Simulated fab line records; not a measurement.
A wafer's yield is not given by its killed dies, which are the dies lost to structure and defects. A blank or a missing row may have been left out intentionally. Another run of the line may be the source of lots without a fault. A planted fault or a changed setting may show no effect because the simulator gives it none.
fab line records	flow gf180mcu	part 2 of 2: steps 27 to 36 of 36
record lots=5	wafers=15	last_day=33
route steps=602 shown MVSD@69 MVPSD@78 VT_IMPLANT@90
lots untouched by any fault: they come from a run of this same line in which no faults occurred
start_h: hours from the record's opening day to when the first of the lot's shown wafers began	wait_h: hours since the lot's step before	" same as the row above	L1.1+2: a single row standing in for several wafers	- no value present, or no start provided	* or withheld: withheld	< > ~ a bound
route shown NAME@n: NAME is a module with steps in the file, n the number in the route of the first one	usual: mean/standard deviation of fault-free wafers	same: alike in all rows	chamber/n: place in a boat	sites: each site's reading	_std_site: standard deviation across them	_edge_site: mean of outer sites minus mean of inner sites	radius_mm: for every site, how far away it sits from the centre of the wafer	mask NAME#n: copy n	behind: the tool/chamber that last shaped the wafer	hold: what put the lot on hold/how long, in hours/how the hold closed	device: whichever transistor did not switch (one of n, p or np)	end of line: the tests these same wafers got at the end of their route	a step given without rows: its recipe and nothing more	killed: at the first sort, the dies lost to defects and structure; wafer yield is something else	map: a wafer's dies, x killed, . not, _ none there
set.NAME: the run value of the setting; set.NAME@STEP: its run value at that earlier step	model.NAME: the simulator's own value behind a step, which no gauge read
lots seen at some steps along the route; tables by step, rows by wafer
services: from which hour (start_h, from the record's first day; less than 0 if before it) a tool's chamber was out of use, for how many hours, and why
## steps
# step GF_VT_IMPLANT_PEB_05
# recipe temp_c=withheld	time_s=*	resist=NOVOLAK
# usual exhaust_pa=44.9/0.87
lot.wafer	tool	chamber	start_h	wait_h	exhaust_pa
L075.4	litho_track-02	0	-	-	44.9
L075.5	"	0	"	"	45.1
L075.6	"	0	"	"	43.8
L082.2	litho_track-01	0	-	-	45.1
L082.4	"	0	"	"	45.8
L082.5	"	0	"	"	45.3
L083.2	litho_track-01	0	-	-	43.7
L083.5	"	0	"	"	43.5
L083.6	"	0	"	"	43.7
L084.1	litho_track-02	0	-	-	44.5
L084.5	"	0	"	"	46.3
L084.6	"	0	"	"	44.5
L093.4	litho_track-03	0	-	-	46.2
L093.5	"	0	"	"	45.8
L093.6	"	0	"	"	45.1
# step GF_VT_IMPLANT_DEVELOP_06
# recipe develop_time_s=60	dev_temp_c=23
# usual exhaust_pa=45.0/0.87
lot.wafer	tool	chamber	start_h	wait_h	exhaust_pa
L075.4	litho_track-02	0	124.70	0.1	42.4
L075.5	"	0	"	"	45.1
L075.6	"	0	"	"	44.9
L082.2	litho_track-01	0	158.24	0.1	46.3
L082.4	"	0	"	"	46.2
L082.5	"	0	"	"	45.1
L083.2	litho_track-01	0	164.59	0.1	44.1
L083.5	"	0	"	"	45.3
L083.6	"	0	"	"	44.7
L084.1	litho_track-02	0	172.12	0.1	44.5
L084.5	"	0	"	"	45.5
L084.6	"	0	"	"	44.0
L093.4	litho_track-03	0	231.44	0.1	45.6
L093.5	"	0	"	"	46.1
L093.6	"	0	"	"	44.1
# step GF_VT_IMPLANT_OVL_MEAS_07
# usual VT_IMPLANT_OVL=0.8/1.7
lot.wafer	tool	chamber	start_h	wait_h	VT_IMPLANT_OVL[nm]
L075.4	overlay-01	-	124.79	0.1	0.8
L075.5	"	-	"	"	3.1
L075.6	"	-	"	"	3.4
L082.2	overlay-02	-	158.37	0.1	0.5
L082.4	"	-	"	"	0.2
L082.5	"	-	"	"	0.3
L083.2	overlay-02	-	164.72	0.1	0.8
L083.5	"	-	"	"	1.2
L083.6	"	-	"	"	-0.2
L084.1	overlay-02	-	172.27	0.1	-3.7
L084.5	"	-	"	"	-1.4
L084.6	"	-	"	"	-1.6
L093.4	overlay-01	-	231.53	0.1	-0.1
L093.5	"	-	"	"	0.5
L093.6	"	-	"	"	-1.2
# step GF_VT_IMPLANT_IMPLANT_08
# recipe species=BF2	energy_kev=20	dose_cm2=8.29e+12	tilt_deg=7
# usual tilt_deg=7.002/0.021
# same implant_ion_amu=49
lot.wafer	tool	chamber	start_h	wait_h	tilt_deg
L075.4	implanter-01	0	124.88	0.1	6.993
L075.5	"	0	"	"	6.997
L075.6	"	0	"	"	7.008
L082.2	implanter-04	0	158.43	0.0	7.010
L082.4	"	0	"	"	7.025
L082.5	"	0	"	"	7.009
L083.2	implanter-04	0	164.78	0.0	6.999
L083.5	"	0	"	"	7.005
L083.6	"	0	"	"	7.023
L084.1	implanter-01	0	172.31	0.0	7.002
L084.5	"	0	"	"	6.972
L084.6	"	0	"	"	6.986
L093.4	implanter-03	0	231.62	0.1	6.996
L093.5	"	0	"	"	7.004
L093.6	"	0	"	"	7.008
# step GF_VT_IMPLANT_STRIP_09
# recipe chemistry=O2/N2	power_w=1400	pressure_mtorr=1500	platen_temp_c=250	o2_flow_sccm=3000	n2_flow_sccm=300	overash_fraction=0.5
# usual drypump_motor_current_A=5.8/0.66	heater_power_w=333/24	o2_flow_sccm=3001/9.6	oes_product_au=0.716/0.0048	strip_time_to_endpoint_s=12.65/0.041
lot.wafer	tool	chamber	start_h	wait_h	drypump_motor_current_A	heater_power_w	o2_flow_sccm	oes_product_au	rf_hours_counter_h	strip_time_to_endpoint_s
L075.4	plasma_asher-01	1	124.99	0.1	5.0	313	2987	0.707	-	12.63
L075.5	"	1	"	"	5.0	307	2989	0.722	-	12.61
L075.6	"	0	"	"	6.7	366	2992	0.715	-	12.58
L082.2	plasma_asher-03	0	158.55	0.1	5.3	348	3001	0.716	54	12.68
L082.4	"	0	"	"	5.3	343	2996	0.717	-	12.68
L082.5	"	0	"	"	5.3	348	3014	0.715	-	12.64
L083.2	plasma_asher-02	1	164.90	0.1	6.4	311	3009	0.711	5	12.70
L083.5	"	1	"	"	6.5	317	3022	0.714	-	12.73
L083.6	"	0	"	"	5.6	327	2994	0.706	-	12.68
L084.1	plasma_asher-02	0	172.46	0.1	5.6	319	2995	0.718	6	12.69
L084.5	"	0	"	"	5.6	314	3014	0.721	-	12.67
L084.6	"	1	"	"	6.4	312	3002	0.715	-	12.71
L093.4	plasma_asher-03	0	231.73	0.1	5.2	342	2998	0.709	-	12.63
L093.5	"	1	"	"	5.7	322	2995	0.719	-	12.58
L093.6	"	0	"	"	5.2	345	3001	0.721	-	12.62
# step GF_VT_IMPLANT_TW_MEAS_10
# usual VT_IMPLANT_TW=568/8.7
lot.wafer	tool	chamber	start_h	wait_h	VT_IMPLANT_TW
L075.4	film_metro-01	-	125.09	0.1	572
L075.5	"	-	"	"	579
L075.6	"	-	"	"	579
L082.2	film_metro-03	-	158.66	0.1	578
L082.4	"	-	"	"	579
L082.5	"	-	"	"	577
L083.2	film_metro-02	-	165.01	0.1	558
L083.5	"	-	"	"	556
L083.6	"	-	"	"	556
L084.1	film_metro-03	-	172.56	0.1	573
L084.5	"	-	"	"	574
L084.6	"	-	"	"	576
L093.4	film_metro-01	-	231.83	0.1	573
L093.5	"	-	"	"	571
L093.6	"	-	"	"	573
# step GF_VT_IMPLANT_DEHYDRATE_11
# recipe temp_c=200	time_s=60
# usual exhaust_pa=45.1/0.84
lot.wafer	tool	chamber	start_h	wait_h	exhaust_pa
L075.4	litho_track-03	0	131.89	6.8	44.9
L075.5	"	0	"	"	45.5
L075.6	"	0	"	"	45.1
L082.2	litho_track-01	0	165.69	7.0	45.9
L082.4	"	0	"	"	44.6
L082.5	"	0	"	"	44.8
L083.2	litho_track-02	0	172.60	7.6	45.3
L083.5	"	0	"	"	45.9
L083.6	"	0	"	"	45.3
L084.1	litho_track-02	0	180.12	7.6	47.0
L084.5	"	0	"	"	45.3
L084.6	"	0	"	"	46.1
L093.4	litho_track-01	0	240.04	8.2	45.1
L093.5	"	0	"	"	45.9
L093.6	"	0	"	"	44.1
# step GF_VT_IMPLANT_HMDS_12
# recipe prime_time_s=60	prime_temp_c=120
# usual exhaust_pa=44.7/0.9	prime_temp_c=119.98/0.12
lot.wafer	tool	chamber	start_h	wait_h	exhaust_pa	prime_temp_c
L075.4	litho_track-03	0	132.04	0.1	44.6	119.79
L075.5	"	0	"	"	46.0	119.98
L075.6	"	0	"	"	45.0	120.06
L082.2	litho_track-01	0	165.84	0.1	44.3	120.09
L082.4	"	0	"	"	44.8	119.95
L082.5	"	0	"	"	44.8	119.90
L083.2	litho_track-02	0	172.75	0.1	43.8	119.77
L083.5	"	0	"	"	43.8	119.77
L083.6	"	0	"	"	44.1	119.89
L084.1	litho_track-02	0	180.27	0.1	44.5	120.07
L084.5	"	0	"	"	45.2	120.06
L084.6	"	0	"	"	46.5	120.00
L093.4	litho_track-01	0	240.19	0.1	45.5	120.13
L093.5	"	0	"	"	45.2	120.03
L093.6	"	0	"	"	46.4	119.95
# step GF_VT_IMPLANT_COAT_13
# recipe resist=NOVOLAK	spin_rpm=3000	resist_thk_nm=1000
# usual exhaust_pa=45.0/0.85
lot.wafer	tool	chamber	start_h	wait_h	exhaust_pa
L075.4	litho_track-03	0	132.19	0.1	44.7
L075.5	"	0	"	"	45.7
L075.6	"	0	"	"	45.7
L082.2	litho_track-01	0	165.99	0.1	45.6
L082.4	"	0	"	"	45.8
L082.5	"	0	"	"	46.0
L083.2	litho_track-02	0	172.90	0.1	45.4
L083.5	"	0	"	"	44.8
L083.6	"	0	"	"	44.8
L084.1	litho_track-02	0	180.42	0.1	43.5
L084.5	"	0	"	"	46.2
L084.6	"	0	"	"	44.7
L093.4	litho_track-01	0	240.34	0.1	45.5
L093.5	"	0	"	"	46.3
L093.6	"	0	"	"	46.4
# step GF_VT_IMPLANT_SOFTBAKE_14
# recipe temp_c=90	time_s=60	resist=NOVOLAK
# usual exhaust_pa=44.9/0.87
lot.wafer	tool	chamber	start_h	wait_h	exhaust_pa
L075.4	litho_track-03	0	132.34	0.1	45.4
L075.5	"	0	"	"	45.6
L075.6	"	0	"	"	45.3
L082.2	litho_track-01	0	166.14	0.1	44.9
L082.4	"	0	"	"	45.6
L082.5	"	0	"	"	44.2
L083.2	litho_track-02	0	173.05	0.1	45.6
L083.5	"	0	"	"	44.9
L083.6	"	0	"	"	44.5
L084.1	litho_track-02	0	180.57	0.1	45.2
L084.5	"	0	"	"	44.8
L084.6	"	0	"	"	45.6
L093.4	litho_track-01	0	240.49	0.1	43.1
L093.5	"	0	"	"	43.9
L093.6	"	0	"	"	45.0
## services
tool	chamber	start_h	hours	kind
implanter-01	-	76.21	40.1	pm
plasma_asher-01	-	85.72	5.2	repair
implanter-04	-	91.43	6.3	repair
iline_stepper-01	-	92.73	8.9	pm
plasma_asher-04	-	100.18	51.8	pm
iline_stepper-02	-	101.73	8.9	pm
plasma_asher-02	-	108.80	9.0	pm
implanter-03	-	110.84	2.7	repair
implanter-01	-	116.30	3.7	pm
plasma_asher-02	-	137.73	1.9	repair
implanter-01	-	138.64	0.7	repair
implanter-02	-	139.30	5.4	pm
implanter-03	-	146.08	3.7	pm
plasma_asher-02	-	157.68	1.1	repair
plasma_asher-01	-	185.59	0.7	repair
implanter-03	-	187.20	1.0	repair
iline_stepper-02	-	191.53	1.7	pm
implanter-04	-	193.28	1.8	repair
plasma_asher-01	-	196.87	0.9	repair
implanter-03	-	199.29	2.6	repair
iline_stepper-02	-	203.98	6.0	repair
implanter-04	-	207.42	6.6	repair
iline_stepper-01	0	223.77	-	calibration
implanter-01	-	224.03	17.3	repair
